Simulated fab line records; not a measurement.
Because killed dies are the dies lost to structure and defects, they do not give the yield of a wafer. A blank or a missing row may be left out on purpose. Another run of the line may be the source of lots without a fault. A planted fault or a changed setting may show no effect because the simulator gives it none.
Which of the tools did it? :: flow sky130 :: 39 wafers from 13 lots sampled at 5 of the route's 708 steps

== WHAT THE GAUGES READ, wafer by wafer ==
SKY_VIA1_CD_MEAS_12 targets a cd of 150 nm. Usual: 149.5 nm for cdNm, sd 1.4.
lot: L648
measured: day 34 00:19
on: cdSem-02
cdNm (nm): 150.4 150.0 149.3
flag: 

lot: L649
measured: day 34 05:35
on: cdSem-02
cdNm (nm): 150.0 150.2 150.5
flag: 

lot: L650
measured: day 34 22:01
on: cdSem-02
cdNm (nm): 150.8 149.6 149.4
flag: 

lot: L652
measured: day 35 15:28
on: cdSem-02
cdNm (nm): 148.8 147.9 148.8
flag: 

lot: L653
measured: day 36 10:37
on: cdSem-01
cdNm (nm): 147.5 147.9 149.3
flag: 

lot: L654
measured: day 36 11:37
on: cdSem-02
cdNm (nm): 150.3 149.7 151.1
flag: 

lot: L655
measured: day 36 11:45
on: cdSem-01
cdNm (nm): 151.6 148.2 147.3
flag: 

lot: L656
measured: day 36 18:07
on: cdSem-02
cdNm (nm): 150.6 149.7 151.4
flag: 

lot: L657
measured: day 37 10:10
on: cdSem-01
cdNm (nm): 148.4 151.4 148.7
flag: 

lot: L659
measured: day 37 19:55
on: cdSem-01
cdNm (nm): 147.2 146.8 148.2
flag: 

lot: L660
measured: day 38 17:11
on: cdSem-02
cdNm (nm): 147.8 148.1 147.8
flag: 

lot: L666
measured: day 39 22:39
on: cdSem-02
cdNm (nm): 149.7 149.3 149.0
flag: 

lot: L669
measured: day 40 19:05
on: cdSem-02
cdNm (nm): 150.2 146.9 148.1
flag: 

SKY_VIA1_THK_MEAS_23: measures by xrf. Usual: VIA1_W_THK typically reads 273 nm, with standard deviation 3.8.
lot: L648
measured: day 34 01:32
on: filmMetro-01
VIA1_W_THK (nm): 274 271 271
flag: 

lot: L649
measured: day 34 06:41
on: filmMetro-03
VIA1_W_THK (nm): 271 273 269
flag: 

lot: L650
measured: day 34 23:08
on: filmMetro-03
VIA1_W_THK (nm): 276 271 271
flag: 

lot: L652
measured: day 35 16:37
on: filmMetro-01
VIA1_W_THK (nm): 272 266 270
flag: 

lot: L653
measured: day 36 11:52
on: filmMetro-03
VIA1_W_THK (nm): 280 276 271
flag: 

lot: L654
measured: day 36 12:43
on: filmMetro-01
VIA1_W_THK (nm): 277 272 272
flag: 

lot: L655
measured: day 36 12:50
on: filmMetro-02
VIA1_W_THK (nm): 274 275 270
flag: 

lot: L656
measured: day 36 19:20
on: filmMetro-03
VIA1_W_THK (nm): 280 276 275
flag: 

lot: L657
measured: day 37 11:16
on: filmMetro-01
VIA1_W_THK (nm): 264 268 262
flag: 

lot: L659
measured: day 37 21:02
on: filmMetro-03
VIA1_W_THK (nm): 271 273 271
flag: 

lot: L660
measured: day 38 18:22
on: filmMetro-01
VIA1_W_THK (nm): 274 271 280
flag: 

lot: L666
measured: day 39 23:48
on: filmMetro-01
VIA1_W_THK (nm): 269 272 270
flag: 

lot: L669
measured: day 40 20:11
on: filmMetro-02
VIA1_W_THK (nm): 270 275 270
flag: 

== TOOL THAT RAN EACH LOT (tool first, then ch and the chambers of the sampled wafers, then the start) ==
lot: L648
SKY_METAL1_SPUTTER_04: pvdSputter-02, day 31 18:07
SKY_VIA1_CMP_02: cmp-01 ch 0,2,3, day 32 21:20
SKY_VIA1_ETCH_15: rieDiel-01 ch 0,2,3, day 34 00:31

lot: L649
SKY_METAL1_SPUTTER_04: pvdSputter-03, day 31 22:55
SKY_VIA1_CMP_02: cmp-01 ch 1,2,3, day 33 02:44
SKY_VIA1_ETCH_15: rieDiel-01 ch 1,2,3, day 34 05:46

lot: L650
SKY_METAL1_SPUTTER_04: pvdSputter-03, day 32 15:00
SKY_VIA1_CMP_02: cmp-01 ch 0,2, day 33 18:48
SKY_VIA1_ETCH_15: rieDiel-03 ch 2,3, day 34 22:13

lot: L652
SKY_METAL1_SPUTTER_04: pvdSputter-01, day 33 08:53
SKY_VIA1_CMP_02: cmp-01 ch 0,1,3, day 34 12:59
SKY_VIA1_ETCH_15: rieDiel-01 ch 1,2,3, day 35 15:40

lot: L653
SKY_METAL1_SPUTTER_04: pvdSputter-03, day 34 02:59
SKY_VIA1_CMP_02: cmp-02 ch 1,2,3, day 35 07:20
SKY_VIA1_ETCH_15: rieDiel-01 ch 0,1,2, day 36 10:49

lot: L654
SKY_METAL1_SPUTTER_04: pvdSputter-01, day 34 05:35
SKY_VIA1_CMP_02: cmp-01 ch 0,1, day 35 09:38
SKY_VIA1_ETCH_15: rieDiel-03 ch 0,1,2, day 36 11:46

lot: L655
SKY_METAL1_SPUTTER_04: pvdSputter-02, day 34 06:14
SKY_VIA1_CMP_02: cmp-02 ch 0,1,3, day 35 10:02
SKY_VIA1_ETCH_15: rieDiel-02 ch 0,2,3, day 36 11:55

lot: L656
SKY_METAL1_SPUTTER_04: pvdSputter-02, day 34 15:59
SKY_VIA1_CMP_02: cmp-01 ch 0,1,2, day 35 19:47
SKY_VIA1_ETCH_15: rieDiel-03 ch 0,1,3, day 36 18:19

lot: L657
SKY_METAL1_SPUTTER_04: pvdSputter-03, day 34 21:37
SKY_VIA1_CMP_02: cmp-01 ch 1,2, day 36 08:37
SKY_VIA1_ETCH_15: rieDiel-03 ch 0,1,2, day 37 10:22

lot: L659
SKY_METAL1_SPUTTER_04: pvdSputter-03, day 35 18:58
SKY_VIA1_CMP_02: cmp-01 ch 1,2,3, day 36 18:28
SKY_VIA1_ETCH_15: rieDiel-01 ch 2,3, day 37 20:07

lot: L660
SKY_METAL1_SPUTTER_04: pvdSputter-01, day 36 12:05
SKY_VIA1_CMP_02: cmp-01 ch 0,1,2, day 37 15:11
SKY_VIA1_ETCH_15: rieDiel-01 ch 0,2,3, day 38 17:22

lot: L666
SKY_METAL1_SPUTTER_04: pvdSputter-01, day 37 18:44
SKY_VIA1_CMP_02: cmp-02 ch 0,1, day 38 21:49
SKY_VIA1_ETCH_15: rieDiel-03 ch 0,2, day 39 22:51

lot: L669
SKY_METAL1_SPUTTER_04: pvdSputter-01, day 38 17:00
SKY_VIA1_CMP_02: cmp-02 ch 0,1,3, day 39 18:31
SKY_VIA1_ETCH_15: rieDiel-03 ch 0,1,2, day 40 19:16
- SKY_METAL1_SPUTTER_04: material TiN, target thk 70 nm, time 56.19 s.
- SKY_VIA1_CMP_02: polishes SiO2.
- SKY_VIA1_ETCH_15: etches SiO2 in C4F8/O2/Ar, stops on TiN, target depth 351 nm, time 54 s.

== AS READ BY THE TOOLS THEMSELVES (means over the sampled wafers that have a number; for cases with no such wafer, the mark the record gives instead) ==
SKY_METAL1_SPUTTER_04. Usual: 29.5 % for throttleValvePct, sd 1.1.
lot: L648
tool: pvdSputter-02
throttleValvePct (%): 28.4
flag: 

lot: L649
tool: pvdSputter-03
throttleValvePct (%): 29.5
flag: 

lot: L650
tool: pvdSputter-03
throttleValvePct (%): 29.5
flag: 

lot: L652
tool: pvdSputter-01
throttleValvePct (%): 30.7
flag: 

lot: L653
tool: pvdSputter-03
throttleValvePct (%): 29.3
flag: 

lot: L654
tool: pvdSputter-01
throttleValvePct (%): 29.9
flag: 

lot: L655
tool: pvdSputter-02
throttleValvePct (%): 29.9
flag: 

lot: L656
tool: pvdSputter-02
throttleValvePct (%): 29.8
flag: 

lot: L657
tool: pvdSputter-03
throttleValvePct (%): 30.0
flag: 

lot: L659
tool: pvdSputter-03
throttleValvePct (%): 28.9
flag: 

lot: L660
tool: pvdSputter-01
throttleValvePct (%): 31.2
flag: 

lot: L666
tool: pvdSputter-01
throttleValvePct (%): 30.5
flag: 

lot: L669
tool: pvdSputter-01
throttleValvePct (%): 30.3
flag: 

SKY_VIA1_CMP_02. Usual: 12.1 A for motorCurrentA, sd 1.
lot: L648
tool: cmp-01
motorCurrentA (A): 11.9
flag: 

lot: L649
tool: cmp-01
motorCurrentA (A): 12.5
flag: 

lot: L650
tool: cmp-01
motorCurrentA (A): 10.8
flag: 

lot: L652
tool: cmp-01
motorCurrentA (A): 11.6
flag: 

lot: L653
tool: cmp-02
motorCurrentA (A): 12.4
flag: 

lot: L654
tool: cmp-01
motorCurrentA (A): 11.0
flag: 

lot: L655
tool: cmp-02
motorCurrentA (A): 13.1
flag: 

lot: L656
tool: cmp-01
motorCurrentA (A): 11.4
flag: 

lot: L657
tool: cmp-01
motorCurrentA (A): 11.6
flag: 

lot: L659
tool: cmp-01
motorCurrentA (A): 12.2
flag: 

lot: L660
tool: cmp-01
motorCurrentA (A): 11.2
flag: 

lot: L666
tool: cmp-02
motorCurrentA (A): 12.8
flag: 

lot: L669
tool: cmp-02
motorCurrentA (A): 13.0
flag: 

SKY_VIA1_ETCH_15. Usual: 0.974 a.u. for oesProductAu, sd 0.006.
lot: L648
tool: rieDiel-01
oesProductAu (a.u.): 0.974
flag: 

lot: L649
tool: rieDiel-01
oesProductAu (a.u.): 0.979
flag: 

lot: L650
tool: rieDiel-03
oesProductAu (a.u.): 0.974
flag: 

lot: L652
tool: rieDiel-01
oesProductAu (a.u.): 0.976
flag: 

lot: L653
tool: rieDiel-01
oesProductAu (a.u.): 0.971
flag: 

lot: L654
tool: rieDiel-03
oesProductAu (a.u.): 0.970
flag: 

lot: L655
tool: rieDiel-02
oesProductAu (a.u.): 0.977
flag: 

lot: L656
tool: rieDiel-03
oesProductAu (a.u.): 0.975
flag: 

lot: L657
tool: rieDiel-03
oesProductAu (a.u.): 0.974
flag: 

lot: L659
tool: rieDiel-01
oesProductAu (a.u.): 0.974
flag: 

lot: L660
tool: rieDiel-01
oesProductAu (a.u.): 0.994
flag: OFF

lot: L666
tool: rieDiel-03
oesProductAu (a.u.): 0.975
flag: 

lot: L669
tool: rieDiel-03
oesProductAu (a.u.): 0.976
flag: 

== THE ANSWER, worked out from the rows above alone ==
Rule: a lot is off if the mean of its wafers that have a number lies more than 3 standard deviations from the usual mean. A lot without any number at a reading at which 4 lots or more have one is off too. Any other lot the step has rows for is counted as sound. The gauges are gone through in route order, then the tools' own readings, and for those a lot's mean is taken as printed above. The first step at which some lot is off is used, and at that step the reading that is off furthest; a lot without a number counts as furthest.
Off at SKY_VIA1_ETCH_15 (oesProductAu): L660.
If a tool, at that step or one of the process steps before it, ran each lot that is off and ran no sound lot following the first of them, it fits. This does not decide it: 2 tools fit, namely cmp-01 at SKY_VIA1_CMP_02 and rieDiel-01 at SKY_VIA1_ETCH_15.

== WHAT THE SIMULATOR HAD INSERTED ==
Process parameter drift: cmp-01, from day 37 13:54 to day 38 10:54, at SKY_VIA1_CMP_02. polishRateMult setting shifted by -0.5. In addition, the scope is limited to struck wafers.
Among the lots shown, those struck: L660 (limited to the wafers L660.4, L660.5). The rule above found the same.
